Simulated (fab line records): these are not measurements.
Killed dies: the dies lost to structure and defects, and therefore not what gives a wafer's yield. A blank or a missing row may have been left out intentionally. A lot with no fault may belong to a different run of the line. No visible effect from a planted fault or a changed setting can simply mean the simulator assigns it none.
fab line records	flow gf180mcu	part 1 of 2: steps 1 to 34 of 46
[record] lots = 5	wafers = 15	lastDay = 34
route steps=602 shown MVPSD@86 VT_IMPLANT@90
lots with no fault: from the same line, run without faults
startH: hours from the record's opening day to when the first of the lot's shown wafers began	waitH: how many hours have passed since the lot's step before this one	" identical to the entry in the row above	L1.1+2: a single row standing in for several wafers	- no value, or no start was given	* or withheld: withheld	< > ~ a bound
route shown NAME@n: names a module that has steps shown in the file, with the first one's number in the route	usual: mean and standard deviation over wafers with no fault	same: alike in all rows	chamber/n: place in a boat	sites: the reading at each site	_std_site: their standard deviation	_edge_site: outer sites' mean less inner sites'	radiusMm: for every site, how far away it sits from the centre of the wafer	mask NAME#n: copy n	behind: the most recent tool/chamber to have shaped the wafer	hold: why the lot went on hold/how many hours it stayed there/how the hold came to an end	device: the transistor (n, p or np) that didn't switch	end of line: tests run on the same wafers once the route is complete	step lacking rows: just its recipe	killed: count of dies lost to structure and defects at first sort (not the wafer's yield)	map: a wafer's dies, x killed, . not, _ none there
set.NAME: the setting that was run; set.NAME@STEP: the one run at that earlier step	model.NAME: the simulator's own value behind a step, which no gauge read
a table for each step, a row for each wafer; lots at some steps of the route
services: from which hour (startH, from the record's first day; less than 0 if before it) a tool's chamber was out of use, for how many hours, and why
[[steps]]
[step GF_MVPSD_IMPLANT_08]
[recipe] species = B	energyKev = 170	doseCm2 = 1.5e+13	tiltDeg = 0
[usual] beamOnS = 10.00/0.21
lot.wafer	tool	chamber	startH	waitH	beamOnS
L078.1	implanter-04	0	117.13	0.0	9.74
L078.5	"	0	"	"	10.17
L078.6	"	0	"	"	9.62
L079.1	implanter-02	0	122.83	0.0	10.18
L079.2	"	0	"	"	10.13
L079.6	"	0	"	"	10.02
L088.1	implanter-03	0	181.33	0.0	10.27
L088.4	"	0	"	"	10.20
L088.5	"	0	"	"	9.77
L091.3	implanter-04	0	202.31	0.1	10.08
L091.4	"	0	"	"	10.45
L091.6	"	0	"	"	10.12
L096.2	implanter-02	0	229.51	0.0	10.18
L096.5	"	0	"	"	10.00
L096.6	"	0	"	"	9.83
[step GF_MVPSD_IMPLANT_09]
[recipe] species = B	energyKev = 40	doseCm2 = 5e+12	tiltDeg = 0
[usual] beamOnS = 9.98/0.2
lot.wafer	tool	chamber	startH	waitH	beamOnS
L078.1	implanter-04	0	117.28	0.1	10.15
L078.5	"	0	"	"	9.73
L078.6	"	0	"	"	9.70
L079.1	implanter-02	0	122.98	0.1	9.89
L079.2	"	0	"	"	10.07
L079.6	"	0	"	"	9.95
L088.1	implanter-03	0	181.48	0.1	9.86
L088.4	"	0	"	"	10.09
L088.5	"	0	"	"	9.73
L091.3	implanter-04	0	202.46	0.1	9.92
L091.4	"	0	"	"	9.92
L091.6	"	0	"	"	9.98
L096.2	implanter-02	0	229.66	0.1	9.85
L096.5	"	0	"	"	9.95
L096.6	"	0	"	"	10.05
[step GF_MVPSD_STRIP_10]
[recipe] chemistry = O2/N2	powerW = 1400	pressureMtorr = 1500	platenTempC = 250	o2FlowSccm = 3000	n2FlowSccm = 300	overashFraction = 0.5
[usual] drypumpMotorCurrentA = 6.1/0.49	heaterPowerW = 342/29	o2FlowSccm = 3001/8.6	oesProductAu = 0.723/0.0048	stripTimeToEndpointS = 36.97/0.12
lot.wafer	tool	chamber	startH	waitH	drypumpMotorCurrentA	heaterPowerW	o2FlowSccm	oesProductAu	rfHoursCounterH	stripTimeToEndpointS
L078.1	plasmaAsher-01	1	117.43	0.1	6.3	369	2994	0.727	47	37.10
L078.5	"	0	"	"	6.7	314	2986	0.722	-	37.04
L078.6	"	1	"	"	6.3	365	2995	0.715	-	37.05
L079.1	plasmaAsher-02	1	123.13	0.1	6.3	340	2995	0.728	46	36.90
L079.2	"	0	"	"	5.4	345	3003	0.723	46	36.83
L079.6	"	0	"	"	5.4	340	3009	0.728	-	36.82
L088.1	plasmaAsher-02	1	181.63	0.1	6.3	336	3015	0.721	52	37.23
L088.4	"	0	"	"	5.4	348	2991	0.728	-	37.06
L088.5	"	0	"	"	5.4	333	2986	0.736	-	37.13
L091.3	plasmaAsher-02	1	202.60	0.1	6.3	327	2982	0.720	-	36.77
L091.4	"	0	"	"	5.4	345	2997	0.718	-	36.73
L091.6	"	0	"	"	5.3	340	3010	0.727	-	36.76
L096.2	plasmaAsher-01	1	229.78	0.1	6.3	361	2997	0.728	57	36.86
L096.5	"	0	"	"	6.6	314	3005	0.722	-	36.89
L096.6	"	1	"	"	6.3	375	3007	0.725	-	36.88
[step GF_MVPSD_TW_MEAS_11]
[usual] MVPSD_TW = 549/7.1
lot.wafer	tool	chamber	startH	waitH	MVPSD_TW
L078.1	filmMetro-01	-	117.53	0.1	551
L078.5	"	-	"	"	551
L078.6	"	-	"	"	547
L079.1	filmMetro-03	-	123.23	0.1	532
L079.2	"	-	"	"	535
L079.6	"	-	"	"	537
L088.1	filmMetro-04	-	181.73	0.1	553
L088.4	"	-	"	"	556
L088.5	"	-	"	"	555
L091.3	filmMetro-03	-	202.68	0.1	539
L091.4	"	-	"	"	541
L091.6	"	-	"	"	540
L096.2	filmMetro-01	-	229.89	0.1	554
L096.5	"	-	"	"	553
L096.6	"	-	"	"	554
[step GF_VT_IMPLANT_DEHYDRATE_00]
[recipe] tempC = 200	timeS = 60
lot.wafer	tool	chamber	startH	waitH
L078.1+5+6	lithoTrack-03	0	123.88	6.3
L079.1+2+6	lithoTrack-02	0	130.00	6.8
L088.1+4+5	lithoTrack-02	0	189.35	7.6
L091.3+4+6	lithoTrack-03	0	210.63	7.9
L096.2+5+6	lithoTrack-01	0	238.27	8.4
[step GF_VT_IMPLANT_HMDS_01]
[recipe] primeTimeS = 60	primeTempC = 120
lot.wafer	tool	chamber	startH	waitH
L078.1+5+6	lithoTrack-03	0	124.03	0.1
L079.1+2+6	lithoTrack-02	0	130.15	0.1
L088.1+4+5	lithoTrack-02	0	189.50	0.1
L091.3+4+6	lithoTrack-03	0	210.78	0.1
L096.2+5+6	lithoTrack-01	0	238.42	0.1
[step GF_VT_IMPLANT_COAT_02]
[recipe] resist = NOVOLAK	spinRpm = 3000	resistThkNm = 1000
lot.wafer	tool	chamber	startH	waitH
L078.1+5+6	lithoTrack-03	0	124.18	0.1
L079.1+2+6	lithoTrack-02	0	130.30	0.1
L088.1+4+5	lithoTrack-02	0	189.65	0.1
L091.3+4+6	lithoTrack-03	0	210.93	0.1
L096.2+5+6	lithoTrack-01	0	238.57	0.1
[step GF_VT_IMPLANT_SOFTBAKE_03]
[recipe] tempC = 90	timeS = 58.84	resist = NOVOLAK
lot.wafer	tool	chamber	startH	waitH
L078.1+5+6	lithoTrack-03	0	124.33	0.1
L079.1+2+6	lithoTrack-02	0	130.45	0.1
L088.1+4+5	lithoTrack-02	0	189.80	0.1
L091.3+4+6	lithoTrack-03	0	211.08	0.1
L096.2+5+6	lithoTrack-01	0	238.72	0.1
[step GF_VT_IMPLANT_EXPOSE_04]
[recipe] maskId = LVPWELL_LV_AREA	targetCdNm = 600	na = 0.6	sourceShape = conventional	sigmaOuter = 0.6	doseMj = 140
lot.wafer	tool	chamber	startH	waitH	mask
L078.1+5+6	ilineStepper-01	0	-	-	LVPWELL_LV_AREA#0
L079.1+2+6	ilineStepper-02	0	-	-	LVPWELL_LV_AREA#0
L088.1+4+5	ilineStepper-02	0	-	-	LVPWELL_LV_AREA#0
L091.3+4+6	ilineStepper-02	0	-	-	LVPWELL_LV_AREA#0
L096.2+5+6	ilineStepper-02	0	-	-	LVPWELL_LV_AREA#0
[step GF_VT_IMPLANT_PEB_05]
[recipe] tempC = withheld	timeS = *	resist = NOVOLAK
lot.wafer	tool	chamber	startH	waitH
L078.1+5+6	lithoTrack-02	0	-	-
L079.1+2+6	lithoTrack-02	0	-	-
L088.1+4+5	lithoTrack-03	0	-	-
L091.3+4+6	lithoTrack-01	0	-	-
L096.2+5+6	lithoTrack-01	0	-	-
[step GF_VT_IMPLANT_DEVELOP_06]
[recipe] developTimeS = 60	devTempC = 23
[same] developTimeS = 60
lot.wafer	tool	chamber	startH	waitH
L078.1+5+6	lithoTrack-02	0	131.40	0.1
L079.1+2+6	lithoTrack-02	0	138.25	0.1
L088.1+4+5	lithoTrack-03	0	198.13	0.1
L091.3+4+6	lithoTrack-01	0	219.50	0.1
L096.2+5+6	lithoTrack-01	0	247.77	0.1
[step GF_VT_IMPLANT_OVL_MEAS_07]
[usual] VT_IMPLANT_OVL = 0.1/1.3
lot.wafer	tool	chamber	startH	waitH	VT_IMPLANT_OVL[nm]
L078.1	overlay-02	-	131.55	0.1	1.4
L078.5	"	-	"	"	1.1
L078.6	"	-	"	"	0.4
L079.1	overlay-02	-	138.40	0.1	-1.3
L079.2	"	-	"	"	-1.0
L079.6	"	-	"	"	-0.1
L088.1	overlay-02	-	198.28	0.1	0.1
L088.4	"	-	"	"	1.1
L088.5	"	-	"	"	0.1
L091.3	overlay-01	-	219.61	0.1	-0.2
L091.4	"	-	"	"	0.9
L091.6	"	-	"	"	-0.6
L096.2	overlay-01	-	247.90	0.1	0.7
L096.5	"	-	"	"	1.8
L096.6	"	-	"	"	0.4
[step GF_VT_IMPLANT_IMPLANT_08]
[recipe] species = BF2	energyKev = 20	doseCm2 = 8.29e+12	tiltDeg = 7
[usual] beamOnS = 10.01/0.19
lot.wafer	tool	chamber	startH	waitH	beamOnS
L078.1	implanter-02	0	131.58	0.0	9.71
L078.5	"	0	"	"	10.09
L078.6	"	0	"	"	9.93
L079.1	implanter-04	0	138.43	0.0	9.73
L079.2	"	0	"	"	9.96
L079.6	"	0	"	"	10.01
L088.1	implanter-02	0	198.32	0.0	10.07
L088.4	"	0	"	"	9.88
L088.5	"	0	"	"	10.03
L091.3	implanter-02	0	219.68	0.1	9.93
L091.4	"	0	"	"	9.71
L091.6	"	0	"	"	9.70
L096.2	implanter-01	0	247.96	0.0	10.01
L096.5	"	0	"	"	9.92
L096.6	"	0	"	"	9.79
[step GF_VT_IMPLANT_STRIP_09]
[recipe] chemistry = O2/N2	powerW = 1400	pressureMtorr = 1500	platenTempC = 250	o2FlowSccm = 3000	n2FlowSccm = 300	overashFraction = 0.5
[usual] drypumpMotorCurrentA = 5.9/0.43	heaterPowerW = 328/32	o2FlowSccm = 2999/9.8	oesProductAu = 0.716/0.0045	stripTimeToEndpointS = 12.64/0.041
lot.wafer	tool	chamber	startH	waitH	drypumpMotorCurrentA	heaterPowerW	o2FlowSccm	oesProductAu	rfHoursCounterH	stripTimeToEndpointS
L078.1	plasmaAsher-02	0	131.73	0.1	5.3	343	2991	0.721	47	12.57
L078.5	"	0	"	"	5.3	337	3002	0.717	-	12.60
L078.6	"	1	"	"	6.3	342	2999	0.721	-	12.59
L079.1	plasmaAsher-04	1	138.58	0.1	6.0	305	2997	0.710	33	12.62
L079.2	"	0	"	"	6.0	286	2987	0.722	33	12.69
L079.6	"	1	"	"	6.0	294	2996	0.716	-	12.64
L088.1	plasmaAsher-02	0	198.47	0.1	5.4	347	3001	0.707	54	12.66
L088.4	"	0	"	"	5.4	342	2998	0.716	-	12.69
L088.5	"	0	"	"	5.4	337	2991	0.719	-	12.67
L091.3	plasmaAsher-03	1	219.82	0.1	6.7	383	2984	0.710	-	12.67
L091.4	"	0	"	"	5.6	303	3001	0.711	-	12.64
L091.6	"	1	"	"	6.6	387	2971	0.718	-	12.60
L096.2	plasmaAsher-04	1	248.08	0.1	6.0	293	2993	0.722	44	12.68
L096.5	"	1	"	"	6.0	297	2992	0.711	-	12.65
L096.6	"	0	"	"	6.0	293	3001	0.719	-	12.68
[step GF_VT_IMPLANT_TW_MEAS_10]
[usual] VT_IMPLANT_TW = 564/3
lot.wafer	tool	chamber	startH	waitH	VT_IMPLANT_TW
L078.1	filmMetro-02	-	131.83	0.1	562
L078.5	"	-	"	"	562
L078.6	"	-	"	"	562
L079.1	filmMetro-01	-	138.68	0.1	569
L079.2	"	-	"	"	565
L079.6	"	-	"	"	570
L088.1	filmMetro-01	-	198.57	0.1	567
L088.4	"	-	"	"	566
L088.5	"	-	"	"	565
L091.3	filmMetro-01	-	219.90	0.1	563
L091.4	"	-	"	"	563
L091.6	"	-	"	"	565
L096.2	filmMetro-04	-	248.19	0.1	559
L096.5	"	-	"	"	555
L096.6	"	-	"	"	559
[step GF_VT_IMPLANT_DEHYDRATE_11]
[recipe] tempC = 200	timeS = 60
lot.wafer	tool	chamber	startH	waitH
L078.1+5+6	lithoTrack-01	0	138.95	7.1
L079.1+2+6	lithoTrack-02	0	145.55	6.9
L088.1+4+5	lithoTrack-02	0	207.05	8.5
L091.3+4+6	lithoTrack-02	0	228.25	8.3
L096.2+5+6	lithoTrack-02	0	256.82	8.6
[step GF_VT_IMPLANT_HMDS_12]
[recipe] primeTimeS = 60	primeTempC = 120
lot.wafer	tool	chamber	startH	waitH
L078.1+5+6	lithoTrack-01	0	139.10	0.1
L079.1+2+6	lithoTrack-02	0	145.70	0.1
L088.1+4+5	lithoTrack-02	0	207.20	0.1
L091.3+4+6	lithoTrack-02	0	228.40	0.1
L096.2+5+6	lithoTrack-02	0	256.97	0.1
[step GF_VT_IMPLANT_COAT_13]
[recipe] resist = NOVOLAK	spinRpm = 3000	resistThkNm = 1000
lot.wafer	tool	chamber	startH	waitH
L078.1+5+6	lithoTrack-01	0	139.25	0.1
L079.1+2+6	lithoTrack-02	0	145.85	0.1
L088.1+4+5	lithoTrack-02	0	207.35	0.1
L091.3+4+6	lithoTrack-02	0	228.55	0.1
L096.2+5+6	lithoTrack-02	0	257.12	0.1
[step GF_VT_IMPLANT_SOFTBAKE_14]
[recipe] tempC = 90	timeS = 60	resist = NOVOLAK
lot.wafer	tool	chamber	startH	waitH
L078.1+5+6	lithoTrack-01	0	139.40	0.1
L079.1+2+6	lithoTrack-02	0	146.00	0.1
L088.1+4+5	lithoTrack-02	0	207.50	0.1
L091.3+4+6	lithoTrack-02	0	228.70	0.1
L096.2+5+6	lithoTrack-02	0	257.27	0.1
[step GF_VT_IMPLANT_EXPOSE_15]
[recipe] maskId = Nwell_LV_AREA	targetCdNm = 860	na = 0.6	sourceShape = conventional	sigmaOuter = 0.6	doseMj = 140
lot.wafer	tool	chamber	startH	waitH	mask
L078.1+5+6	ilineStepper-01	0	-	-	Nwell_LV_AREA#0
L079.1+2+6	ilineStepper-01	0	-	-	Nwell_LV_AREA#0
L088.1+4+5	ilineStepper-02	0	-	-	Nwell_LV_AREA#0
L091.3+4+6	ilineStepper-02	0	-	-	Nwell_LV_AREA#0
L096.2+5+6	ilineStepper-01	0	-	-	Nwell_LV_AREA#0
[step GF_VT_IMPLANT_PEB_16]
[recipe] tempC = withheld	timeS = *	resist = NOVOLAK
lot.wafer	tool	chamber	startH	waitH
L078.1+5+6	lithoTrack-02	0	-	-
L079.1+2+6	lithoTrack-01	0	-	-
L088.1+4+5	lithoTrack-03	0	-	-
L091.3+4+6	lithoTrack-02	0	-	-
L096.2+5+6	lithoTrack-01	0	-	-
[step GF_VT_IMPLANT_DEVELOP_17]
[recipe] developTimeS = 60	devTempC = 23
[same] developTimeS = 60
lot.wafer	tool	chamber	startH	waitH
L078.1+5+6	lithoTrack-02	0	146.90	0.1
L079.1+2+6	lithoTrack-01	0	153.55	0.1
L088.1+4+5	lithoTrack-03	0	215.73	0.1
L091.3+4+6	lithoTrack-02	0	237.75	0.1
L096.2+5+6	lithoTrack-01	0	266.02	0.1
[step GF_VT_IMPLANT_OVL_MEAS_18]
[usual] VT_IMPLANT_01_OVL = -0.4/1.5
lot.wafer	tool	chamber	startH	waitH	VT_IMPLANT_01_OVL[nm]
L078.1	overlay-01	-	147.05	0.1	1.5
L078.5	"	-	"	"	0.1
L078.6	"	-	"	"	2.6
L079.1	overlay-02	-	153.70	0.1	-1.1
L079.2	"	-	"	"	0.4
L079.6	"	-	"	"	1.9
L088.1	overlay-02	-	215.88	0.1	-0.3
L088.4	"	-	"	"	-1.7
L088.5	"	-	"	"	0.0
L091.3	overlay-02	-	237.86	0.1	-1.2
L091.4	"	-	"	"	0.6
L091.6	"	-	"	"	-0.6
L096.2	overlay-01	-	266.15	0.1	-0.9
L096.5	"	-	"	"	-1.9
L096.6	"	-	"	"	-2.0
[step GF_VT_IMPLANT_IMPLANT_19]
[recipe] species = As	energyKev = 100	doseCm2 = 4.35e+12	tiltDeg = 7
[usual] beamOnS = 9.99/0.23
lot.wafer	tool	chamber	startH	waitH	beamOnS
L078.1	implanter-04	0	147.08	0.0	9.58
L078.5	"	0	"	"	10.01
L078.6	"	0	"	"	9.48
L079.1	implanter-01	0	153.73	0.0	9.84
L079.2	"	0	"	"	9.81
L079.6	"	0	"	"	9.69
L088.1	implanter-01	0	215.92	0.0	10.36
L088.4	"	0	"	"	9.83
L088.5	"	0	"	"	10.03
L091.3	implanter-01	0	237.93	0.1	9.59
L091.4	"	0	"	"	9.72
L091.6	"	0	"	"	10.15
L096.2	implanter-04	0	266.21	0.0	10.18
L096.5	"	0	"	"	9.99
L096.6	"	0	"	"	9.94
[step GF_VT_IMPLANT_STRIP_20]
[recipe] chemistry = O2/N2	powerW = 1400	pressureMtorr = 1500	platenTempC = 250	o2FlowSccm = 3000	n2FlowSccm = 300	overashFraction = 0.5
[usual] drypumpMotorCurrentA = 6.0/0.42	heaterPowerW = 326/34	o2FlowSccm = 3001/9.8	oesProductAu = 0.715/0.005	stripTimeToEndpointS = 12.64/0.039
lot.wafer	tool	chamber	startH	waitH	drypumpMotorCurrentA	heaterPowerW	o2FlowSccm	oesProductAu	rfHoursCounterH	stripTimeToEndpointS
L078.1	plasmaAsher-04	0	147.23	0.1	6.0	287	3013	0.711	33	12.59
L078.5	"	0	"	"	6.0	290	3008	0.712	-	12.65
L078.6	"	1	"	"	6.0	307	2985	0.723	-	12.64
L079.1	plasmaAsher-02	0	153.88	0.1	5.4	345	2994	0.719	49	12.62
L079.2	"	1	"	"	6.3	338	3001	0.710	49	12.64
L079.6	"	1	"	"	6.3	341	2981	0.716	-	12.61
L088.1	plasmaAsher-03	0	216.07	0.1	5.5	299	3015	0.713	11	12.57
L088.4	"	0	"	"	5.6	307	2999	0.713	-	12.57
L088.5	"	1	"	"	6.6	389	3003	0.718	-	12.59
L091.3	plasmaAsher-02	1	238.07	0.1	6.3	333	3017	0.721	-	12.59
L091.4	"	0	"	"	5.4	343	2997	0.715	-	12.59
L091.6	"	0	"	"	5.4	358	2992	0.722	-	12.58
L096.2	plasmaAsher-03	1	266.33	0.1	6.6	384	3001	0.708	15	12.69
L096.5	"	0	"	"	5.6	311	2997	0.724	-	12.73
L096.6	"	1	"	"	6.6	382	3007	0.709	-	12.64
[step GF_VT_IMPLANT_TW_MEAS_21]
[usual] VT_IMPLANT_2_TW = 1213/4.7
lot.wafer	tool	chamber	startH	waitH	VT_IMPLANT_2_TW
L078.1	filmMetro-01	-	147.33	0.1	1216
L078.5	"	-	"	"	1212
L078.6	"	-	"	"	1216
L079.1	filmMetro-01	-	153.98	0.1	1221
L079.2	"	-	"	"	1224
L079.6	"	-	"	"	1214
L088.1	filmMetro-04	-	216.17	0.1	1211
L088.4	"	-	"	"	1221
L088.5	"	-	"	"	1219
L091.3	filmMetro-04	-	238.15	0.1	1212
L091.4	"	-	"	"	1210
L091.6	"	-	"	"	1213
L096.2	filmMetro-02	-	266.44	0.1	1214
L096.5	"	-	"	"	1214
L096.6	"	-	"	"	1211
[step GF_VT_IMPLANT_DEHYDRATE_22]
[recipe] tempC = 200	timeS = 60
lot.wafer	tool	chamber	startH	waitH
L078.1+5+6	lithoTrack-03	0	154.63	7.3
L079.1+2+6	lithoTrack-03	0	161.83	7.8
L088.1+4+5	lithoTrack-02	0	224.40	8.2
L091.3+4+6	lithoTrack-01	0	246.75	8.6
L096.2+5+6	lithoTrack-02	0	275.62	9.2
[step GF_VT_IMPLANT_HMDS_23]
[recipe] primeTimeS = 60	primeTempC = 120
lot.wafer	tool	chamber	startH	waitH
L078.1+5+6	lithoTrack-03	0	154.78	0.1
L079.1+2+6	lithoTrack-03	0	161.98	0.1
L088.1+4+5	lithoTrack-02	0	224.55	0.1
L091.3+4+6	lithoTrack-01	0	246.90	0.1
L096.2+5+6	lithoTrack-02	0	275.77	0.1
[step GF_VT_IMPLANT_COAT_24]
[recipe] resist = NOVOLAK	spinRpm = 3000	resistThkNm = 1000
lot.wafer	tool	chamber	startH	waitH
L078.1+5+6	lithoTrack-03	0	154.93	0.1
L079.1+2+6	lithoTrack-03	0	162.13	0.1
L088.1+4+5	lithoTrack-02	0	224.70	0.1
L091.3+4+6	lithoTrack-01	0	247.05	0.1
L096.2+5+6	lithoTrack-02	0	275.92	0.1
[step GF_VT_IMPLANT_SOFTBAKE_25]
[recipe] tempC = 90	timeS = 60	resist = NOVOLAK
lot.wafer	tool	chamber	startH	waitH
L078.1+5+6	lithoTrack-03	0	155.08	0.1
L079.1+2+6	lithoTrack-03	0	162.28	0.1
L088.1+4+5	lithoTrack-02	0	224.85	0.1
L091.3+4+6	lithoTrack-01	0	247.20	0.1
L096.2+5+6	lithoTrack-02	0	276.07	0.1
[step GF_VT_IMPLANT_EXPOSE_26]
[recipe] maskId = LVPWELL_HV_AREA	targetCdNm = 860	na = 0.6	sourceShape = conventional	sigmaOuter = 0.6	doseMj = 140
lot.wafer	tool	chamber	startH	waitH	mask
L078.1+5+6	ilineStepper-01	0	-	-	LVPWELL_HV_AREA#0
L079.1+2+6	ilineStepper-02	0	-	-	LVPWELL_HV_AREA#0
L088.1+4+5	ilineStepper-01	0	-	-	LVPWELL_HV_AREA#0
L091.3+4+6	ilineStepper-01	0	-	-	LVPWELL_HV_AREA#0
L096.2+5+6	ilineStepper-01	0	-	-	LVPWELL_HV_AREA#0
[step GF_VT_IMPLANT_PEB_27]
[recipe] tempC = withheld	timeS = *	resist = NOVOLAK
lot.wafer	tool	chamber	startH	waitH
L078.1+5+6	lithoTrack-01	0	-	-
L079.1+2+6	lithoTrack-03	0	-	-
L088.1+4+5	lithoTrack-03	0	-	-
L091.3+4+6	lithoTrack-01	0	-	-
L096.2+5+6	lithoTrack-03	0	-	-
[step GF_VT_IMPLANT_DEVELOP_28]
[recipe] developTimeS = 60	devTempC = 23
[same] developTimeS = 60
lot.wafer	tool	chamber	startH	waitH
L078.1+5+6	lithoTrack-01	0	162.90	0.1
L079.1+2+6	lithoTrack-03	0	170.08	0.1
L088.1+4+5	lithoTrack-03	0	233.73	0.1
L091.3+4+6	lithoTrack-01	0	256.30	0.1
L096.2+5+6	lithoTrack-03	0	285.45	0.1
[step GF_VT_IMPLANT_OVL_MEAS_29]
[usual] VT_IMPLANT_02_OVL = -0.5/1.4
lot.wafer	tool	chamber	startH	waitH	VT_IMPLANT_02_OVL[nm]
L078.1	overlay-01	-	163.05	0.1	0.8
L078.5	"	-	"	"	-0.6
L078.6	"	-	"	"	0.4
L079.1	overlay-02	-	170.23	0.1	-0.9
L079.2	"	-	"	"	-1.3
L079.6	"	-	"	"	-2.2
L088.1	overlay-02	-	233.88	0.1	-2.9
L088.4	"	-	"	"	-1.8
L088.5	"	-	"	"	-3.3
L091.3	overlay-02	-	256.41	0.1	-0.2
L091.4	"	-	"	"	-2.0
L091.6	"	-	"	"	-1.5
L096.2	overlay-01	-	285.58	0.1	-0.7
L096.5	"	-	"	"	-0.7
L096.6	"	-	"	"	-0.9
